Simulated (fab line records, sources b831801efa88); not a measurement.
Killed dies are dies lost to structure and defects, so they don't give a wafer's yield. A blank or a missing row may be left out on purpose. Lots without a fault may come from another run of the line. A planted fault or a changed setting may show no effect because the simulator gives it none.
fab line records | flow sky130
record lots=12 wafers=36 last_day=50
route steps=708 shown FIELD_ISO@26 NWELL@64 VT_ADJUST_HVTR@142 VT_ADJUST_PCH@150 PAD_OPEN@708
lots that met no fault: from a run of the same line without faults
start_h: hours from the record's first day to the start of the lot's first wafer shown | wait_h: hours since the lot's step before | " the same as in the row above | L1.1+2: a row that stands for several wafers | - no value, or no start given | * or withheld: withheld | < > ~ a bound
route shown NAME@n: a module of which the file shows steps, and the number in the route of the first | usual: mean/standard deviation of fault-free wafers | same: alike in all rows | chamber/n: place in a boat | sites: the reading at each site | _std_site: their standard deviation | _edge_site: outer sites' mean less inner sites' | radius_mm: how far each site lies from the wafer's centre | mask NAME#n: copy n | behind: the tool/chamber that last shaped the wafer | hold: why the lot was held/for how many hours/how that ended | device: the transistor (n, p or np) that didn't switch | end of line: the same wafers' tests at the end of the route | a step without rows: its recipe alone | killed: dies lost to structure and defects at the first sort, not the wafer's yield | map: a wafer's dies, x killed, . not, _ none there
set.NAME: the setting as run; set.NAME@STEP: as run at that earlier step | model.NAME: the simulator's own value behind a step, which no gauge read
steps of the route over a sample of lots; a table a step, a row a wafer
services: from which hour (start_h, from the record's first day; less than 0 if before it) a tool's chamber was out of use, for how many hours, and why
## steps
# step SKY_FIELD_ISO_THK_MEAS_25
# recipe reads=SiO2_of_FIELD_ISO_CVD_24
# usual FIELD_ISO_CVD_24_THK=598/6.6
# columns lot.wafer tool chamber start_h wait_h FIELD_ISO_CVD_24_THK[nm]
L738.2 film_metro-01 - 29.18 0.1 595
L738.3 " - " " 596
L738.4 " - " " 595
L739.2 film_metro-03 - 36.54 0.0 593
L739.3 " - " " 608
L739.6 " - " " 605
L742.2 film_metro-03 - 51.52 0.0 600
L742.3 " - " " 609
L742.5 " - " " 600
L743.1 film_metro-02 - 56.35 0.0 596
L743.5 " - " " 604
L743.6 " - " " 583
L744.1 film_metro-01 - 60.16 0.0 605
L744.3 " - " " 598
L744.5 " - " " 605
L748.2 film_metro-03 - 81.62 0.0 601
L748.3 " - " " 587
L748.6 " - " " 593
L751.3 film_metro-02 - 99.75 0.1 601
L751.4 " - " " 593
L751.6 " - " " 602
L754.1 film_metro-01 - 114.05 0.0 596
L754.2 " - " " 599
L754.6 " - " " 598
L753.2 film_metro-03 - 114.06 0.0 595
L753.5 " - " " 592
L753.6 " - " " 598
L755.1 film_metro-03 - 119.50 0.0 602
L755.2 " - " " 598
L755.5 " - " " 599
L759.3 film_metro-03 - 140.16 0.1 600
L759.5 " - " " 590
L759.6 " - " " 605
L760.3 film_metro-01 - 148.74 0.1 592
L760.4 " - " " 603
L760.5 " - " " 597
# step SKY_NWELL_IMPLANT_11
# recipe species=P energy_kev=400 dose_cm2=1.9e+13 tilt_deg=withheld
# usual beam_on_s=10.01/0.19 faraday_current_uA=107.0/2
# columns lot.wafer tool chamber start_h wait_h beam_on_s faraday_current_uA
L738.2 implanter-03 0 79.23 0.0 9.75 109.9
L738.3 " 0 " " 9.99 107.6
L738.4 " 0 " " 10.29 104.1
L739.2 implanter-04 0 88.98 0.0 9.86 108.6
L739.3 " 0 " " 10.35 103.7
L739.6 " 0 " " 9.84 108.3
L742.2 implanter-01 0 110.33 0.0 9.72 110.0
L742.3 " 0 " " 9.94 107.7
L742.5 " 0 " " 9.94 107.1
L743.1 implanter-03 0 112.60 0.0 9.82 108.7
L743.5 " 0 " " 9.80 108.9
L743.6 " 0 " " 9.88 108.2
L744.1 implanter-01 0 117.75 0.0 9.72 109.8
L744.3 " 0 " " 9.92 108.2
L744.5 " 0 " " 9.81 108.6
L748.2 implanter-04 0 143.67 0.0 9.85 108.6
L748.3 " 0 " " 10.17 105.5
L748.6 " 0 " " 9.87 108.6
L751.3 implanter-04 0 159.75 0.1 10.07 106.6
L751.4 " 0 " " 10.08 106.4
L751.6 " 0 " " 10.09 106.2
L753.2 implanter-04 0 176.88 0.0 9.74 109.9
L753.5 " 0 " " 9.97 107.5
L753.6 " 0 " " 9.92 108.2
L754.1 implanter-01 0 177.20 0.0 7.83 136.6
L754.2 " 0 " " 7.52 142.2
L754.6 " 0 " " 7.85 137.0
L755.1 implanter-01 0 182.96 0.0 7.91 134.7
L755.2 " 0 " " 7.92 134.8
L755.5 " 0 " " 7.86 136.1
L759.3 implanter-03 0 206.95 0.1 10.37 103.6
L759.5 " 0 " " 9.74 109.8
L759.6 " 0 " " 10.16 105.3
L760.3 implanter-03 0 217.10 0.1 10.30 103.6
L760.4 " 0 " " 9.83 109.1
L760.5 " 0 " " 9.91 108.0
# step SKY_NWELL_TW_MEAS_15
# usual NWELL_TW=1825/7.9
# columns lot.wafer tool chamber start_h wait_h hold NWELL_TW
L738.2 film_metro-01 - 79.77 0.1 - 1837
L738.3 " - " " - 1835
L738.4 " - " " - 1837
L739.2 film_metro-03 - 89.51 0.1 - 1813
L739.3 " - " " - 1822
L739.6 " - " " - 1809
L742.2 film_metro-03 - 110.87 0.1 - 1833
L742.3 " - " " - 1839
L742.5 " - " " - 1828
L743.1 film_metro-03 - 113.15 0.1 - 1827
L743.5 " - " " - 1833
L743.6 " - " " - 1822
L744.1 film_metro-01 - 118.30 0.1 - 1823
L744.3 " - " " - 1823
L744.5 " - " " - 1825
L748.2 film_metro-03 - 144.24 0.1 - 1820
L748.3 " - " " - 1811
L748.6 " - " " - 1809
L751.3 film_metro-01 - 160.27 0.1 - 1817
L751.4 " - " " - 1814
L751.6 " - " " - 1821
L753.2 film_metro-01 - 177.41 0.1 - 1828
L753.5 " - " " - 1834
L753.6 " - " " - 1822
L754.1 film_metro-03 - 177.75 0.1 await_dispo/0.2h/release 1678
L754.2 " - " " await_dispo/0.2h/release 1681
L754.6 " - " " await_dispo/0.2h/release 1686
L754.1 film_metro-03 - 177.98 0.2 - 1674
L754.2 " - " " - 1678
L754.6 " - " " - 1681
L755.1 film_metro-01 - 183.51 0.1 await_dispo/0.2h/release 1681
L755.2 " - " " await_dispo/0.2h/release 1687
L755.5 " - " " await_dispo/0.2h/release 1680
L755.1 film_metro-01 - 183.73 0.2 - 1675
L755.2 " - " " - 1688
L755.5 " - " " - 1678
L759.3 film_metro-04 - 207.47 0.1 - 1813
L759.5 " - " " - 1815
L759.6 " - " " - 1821
L760.3 film_metro-04 - 217.62 0.1 - 1831
L760.4 " - " " - 1831
L760.5 " - " " - 1831
# step SKY_NWELL_RS_MEAS_29
# recipe thk_meas_gauge=four-point-probe
# usual NWELL_RS=624.6/1.6
# columns lot.wafer tool chamber start_h wait_h hold NWELL_RS[ohm/sq]
L738.2 film_metro-04 - 96.93 0.1 - 621.8
L738.3 " - " " - 621.8
L738.4 " - " " - 623.9
L739.2 film_metro-03 - 107.39 0.1 - 626.1
L739.3 " - " " - 624.8
L739.6 " - " " - 629.4
L742.2 film_metro-01 - 129.49 0.1 - 625.1
L742.3 " - " " - 625.5
L742.5 " - " " - 626.2
L743.1 film_metro-04 - 131.62 0.1 - 623.7
L743.5 " - " " - 622.5
L743.6 " - " " - 625.9
L744.1 film_metro-03 - 137.62 0.1 - 625.6
L744.3 " - " " - 623.8
L744.5 " - " " - 623.9
L748.2 film_metro-01 - 164.08 0.1 - 625.1
L748.3 " - " " - 624.3
L748.6 " - " " - 624.1
L751.3 film_metro-01 - 181.21 0.1 - 623.4
L751.4 " - " " - 622.3
L751.6 " - " " - 622.3
L753.2 film_metro-03 - 198.49 0.1 - 626.4
L753.5 " - " " - 624.7
L753.6 " - " " - 627.3
L754.1 film_metro-01 - 199.12 0.1 await_dispo/0.2h/release 719.8
L754.2 " - " " await_dispo/0.2h/release 718.3
L754.6 " - " " await_dispo/0.2h/release 719.0
L754.1 film_metro-01 - 199.48 0.3 - 719.7
L754.2 " - " " - 718.7
L754.6 " - " " - 721.1
L755.1 film_metro-04 - 204.37 0.1 await_dispo/0.2h/release 716.7
L755.2 " - " " await_dispo/0.2h/release 718.9
L755.5 " - " " await_dispo/0.2h/release 717.4
L755.1 film_metro-04 - 204.73 0.3 - 715.8
L755.2 " - " " - 715.8
L755.5 " - " " - 719.9
L759.3 film_metro-04 - 229.95 0.1 - 624.0
L759.5 " - " " - 622.6
L759.6 " - " " - 623.3
L760.3 film_metro-01 - 240.75 0.1 - 623.8
L760.4 " - " " - 624.0
L760.5 " - " " - 624.6
# step SKY_VT_ADJUST_HVTR_TW_MEAS_11
# usual VT_ADJUST_HVTR_TW=211.5/0.83
# columns lot.wafer tool chamber start_h wait_h VT_ADJUST_HVTR_TW
L738.2 film_metro-04 - 194.23 0.1 212.2
L738.3 " - " " 211.1
L738.4 " - " " 210.0
L739.2 film_metro-03 - 205.49 0.1 212.0
L739.3 " - " " 211.2
L739.6 " - " " 211.2
L742.2 film_metro-04 - 232.49 0.1 212.1
L742.3 " - " " 212.2
L742.5 " - " " 212.1
L743.1 film_metro-03 - 233.62 0.1 212.2
L743.5 " - " " 213.2
L743.6 " - " " 213.1
L744.1 film_metro-04 - 241.67 0.1 211.8
L744.3 " - " " 211.6
L744.5 " - " " 213.4
L748.2 film_metro-01 - 272.89 0.1 212.4
L748.3 " - " " 210.9
L748.6 " - " " 212.4
L751.3 film_metro-04 - 294.69 0.1 210.6
L751.4 " - " " 210.6
L751.6 " - " " 211.0
L753.2 film_metro-01 - 316.73 0.1 211.2
L753.5 " - " " 211.8
L753.6 " - " " 211.0
L759.3 film_metro-04 - 358.50 0.1 212.1
L759.5 " - " " 211.7
L759.6 " - " " 211.9
L760.3 film_metro-04 - 372.24 0.1 209.4
L760.4 " - " " 210.4
L760.5 " - " " 210.9
# step SKY_VT_ADJUST_PCH_OVL_MEAS_07
# usual VT_ADJUST_PCH_OVL=-0.2/1.3
# columns lot.wafer tool chamber start_h wait_h VT_ADJUST_PCH_OVL[nm]
L738.2 overlay-02 - 213.62 - 0.0
L738.3 " - " " 0.2
L738.4 " - " " 0.6
L739.2 overlay-02 - 226.43 - 0.3
L739.3 " - " " 0.6
L739.6 " - " " -0.2
L742.2 overlay-01 - 255.32 - -2.1
L742.3 " - " " 0.0
L742.5 " - " " -1.4
L743.1 overlay-01 - 256.66 - -0.9
L743.5 " - " " -2.2
L743.6 " - " " -3.5
L744.1 overlay-01 - 264.91 - 1.3
L744.3 " - " " -1.6
L744.5 " - " " -2.0
L748.2 overlay-01 - 297.48 - 0.8
L748.3 " - " " 1.6
L748.6 " - " " 0.8
L751.3 overlay-02 - 320.27 - -0.7
L751.4 " - " " -1.9
L751.6 " - " " 0.5
L753.2 overlay-02 - 343.77 - -0.5
L753.5 " - " " -0.8
L753.6 " - " " -0.8
L759.3 overlay-02 - 387.08 - -0.1
L759.5 " - " " -0.2
L759.6 " - " " -0.5
L760.3 overlay-01 - 400.98 - -1.0
L760.4 " - " " 0.2
L760.5 " - " " -0.9
# step SKY_PAD_OPEN_PROBE_99
# usual defect_limited_yield=82.9/2 killed_at_M0_to_M3=43/7 killed_at_M4_up=3.0/1.9 killed_at_contacts=24/4.6 killed_at_front_end=15/4.1 killed_at_other=0.3/0.52 killed_dies=84/9.7 killed_open=46/6.9 killed_short=38/6.8 sort_bin_3_pad_short=0.8/0.41 sort_bin_5_function=10.2/1.5 sort_bin_6_memory=6.1/1.1 sort_n_pass=408/9.7 sort_yield_pct=82.9/2
# same gross_dies=492 killed_at_back_side=0 sort_bin_4_leakage[%]=0 sort_bin_8_speed[%]=0
# columns lot.wafer tool chamber start_h wait_h defect_limited_yield[%] killed_at_M0_to_M3 killed_at_M4_up killed_at_contacts killed_at_front_end killed_at_other killed_dies killed_open killed_short sort_bin_3_pad_short[%] sort_bin_5_function[%] sort_bin_6_memory[%] sort_n_pass sort_yield_pct[%]
L739.2 prober-02 - 1075.86 0.1 86.2 25 4 25 13 1 68 36 30 0.4 8.7 4.7 424 86.2
L739.3 prober-02 - 1075.91 0.2 83.5 40 3 17 21 0 81 43 38 0.2 10.2 6.1 411 83.5
L739.6 prober-02 - 1076.06 0.2 85.2 40 2 17 14 0 73 48 23 0.4 9.8 4.7 419 85.2
L743.1 prober-02 - 1102.36 0.1 81.3 45 8 24 15 0 92 52 40 1.8 10.8 6.1 400 81.3
L743.5 prober-02 - 1102.56 0.2 82.1 41 4 20 23 0 88 51 37 0.6 11.4 5.9 404 82.1
L743.6 prober-02 - 1102.61 0.2 80.7 50 1 25 19 0 95 55 40 0.8 10.8 7.7 397 80.7
L744.1 prober-01 - 1108.10 0.1 83.3 41 4 24 13 0 82 51 31 1.0 9.3 6.3 410 83.3
L744.3 prober-01 - 1108.20 0.2 82.5 41 2 30 13 0 86 51 35 1.0 8.9 7.5 406 82.5
L744.5 prober-01 - 1108.30 0.2 80.5 48 4 25 18 1 96 51 43 1.2 11.8 6.5 396 80.5
# killed by level:class
L739.2 LOCAL_INTERCONNECT:geometric_particle:short=9 FIELD_ISO:geometric_particle:open=6 LI_CONTACT:geometric_particle:open=5 CONTACT:geometric_particle:short=5 VIA1:geometric_particle:open=5 CONTACT:geometric_particle:open=3 METAL1:geometric_particle:short=3 METAL2:geometric_particle:short=3
L739.3 VIA1:geometric_particle:open=11 METAL1:geometric_particle:short=7 VIA2:geometric_particle:open=7 FIELD_ISO:geometric_particle:open=6 FIELD_ISO:geometric_particle:short=5 LI_CONTACT:geometric_particle:short=5 VIA1:geometric_particle:short=4 METAL2:geometric_particle:short=4
L739.6 VIA1:geometric_particle:open=11 LI_CONTACT:geometric_particle:open=9 VIA3:geometric_particle:open=8 CONTACT:geometric_particle:open=5 VIA1:geometric_particle:short=5 FIELD_ISO:geometric_particle:short=4 VIA2:geometric_particle:open=4 FIELD_ISO:geometric_particle:open=3
L743.1 CONTACT:geometric_particle:open=11 VIA1:geometric_particle:open=10 VIA1:geometric_particle:short=6 VIA3:geometric_particle:open=6 METAL1:geometric_particle:short=5 VIA3:geometric_particle:short=5 POLY_GATE:geometric_particle:open=4 LI_CONTACT:geometric_particle:short=4
L743.5 VIA2:geometric_particle:open=10 LI_CONTACT:geometric_particle:open=8 VIA1:geometric_particle:open=8 POLY_GATE:geometric_particle:open=7 POLY_GATE:geometric_particle:short=5 VIA3:geometric_particle:open=5 FIELD_ISO:geometric_particle:short=4 FIELD_ISO:geometric_particle:open=3
L743.6 VIA1:geometric_particle:open=10 VIA2:geometric_particle:open=9 METAL2:geometric_particle:short=8 LI_CONTACT:geometric_particle:open=7 VIA3:geometric_particle:open=7 CONTACT:geometric_particle:open=6 CONTACT:geometric_particle:short=6 POLY_GATE:geometric_particle:open=5
L744.1 CONTACT:geometric_particle:open=12 VIA3:geometric_particle:open=9 VIA1:geometric_particle:open=8 LI_CONTACT:geometric_particle:open=7 VIA1:geometric_particle:short=6 POLY_GATE:geometric_particle:short=4 METAL1:geometric_particle:short=4 VIA3:geometric_particle:short=4
L744.3 VIA1:geometric_particle:open=11 LI_CONTACT:geometric_particle:open=10 CONTACT:geometric_particle:open=10 FIELD_ISO:geometric_particle:short=7 VIA3:geometric_particle:open=6 METAL1:geometric_particle:short=5 VIA2:geometric_particle:open=5 LOCAL_INTERCONNECT:geometric_particle:short=4
L744.5 CONTACT:geometric_particle:open=10 VIA3:geometric_particle:open=8 VIA1:geometric_particle:open=8 VIA2:geometric_particle:open=6 LI_CONTACT:geometric_particle:open=6 VIA1:geometric_particle:short=6 METAL3:geometric_particle:short=6 CONTACT:geometric_particle:short=5
## services
# columns tool chamber start_h hours kind
implanter-03 - 71.33 2.7 repair
implanter-03 - 97.69 1.9 repair
implanter-04 - 112.45 3.4 pm
implanter-01 - 127.77 7.7 repair
implanter-03 - 156.87 23.3 pm
implanter-01 - 198.07 14.4 repair
implanter-01 - 203.25 1.9 repair
## key
first_sign step=SKY_NWELL_IMPLANT_11 reading=faraday_current_uA direction=up sigmas=15 usual=107.0 struck=136.9
effect step=SKY_NWELL_IMPLANT_11 reading=beam_on_s direction=down sigmas=12 usual=10.01 struck=7.82
effect step=SKY_NWELL_TW_MEAS_15 reading=visit direction=added
effect step=SKY_NWELL_TW_MEAS_15 reading=NWELL_TW direction=down sigmas=18 usual=1825 struck=1682
effect step=SKY_NWELL_RS_MEAS_29 reading=visit direction=added
effect step=SKY_NWELL_RS_MEAS_29 reading=NWELL_RS direction=up sigmas=59 usual=624.6 struck=718.3
met_at SKY_NWELL_IMPLANT_11
struck_lots L754,L755
scrapped_behind SKY_NWELL_RS_MEAS_29 L754.1,L754.2,L754.6,L755.1,L755.2,L755.5
not_acting_at SKY_FIELD_ISO_THK_MEAS_25,SKY_VT_ADJUST_HVTR_TW_MEAS_11,SKY_VT_ADJUST_PCH_OVL_MEAS_07
onset_between 117.75 177.20
fault kind=process_parameter_drift tool=implanter-01 chamber=- onset_h=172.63 steps=SKY_NWELL_IMPLANT_11 channel=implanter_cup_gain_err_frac offset=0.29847 shape=step end_h=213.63
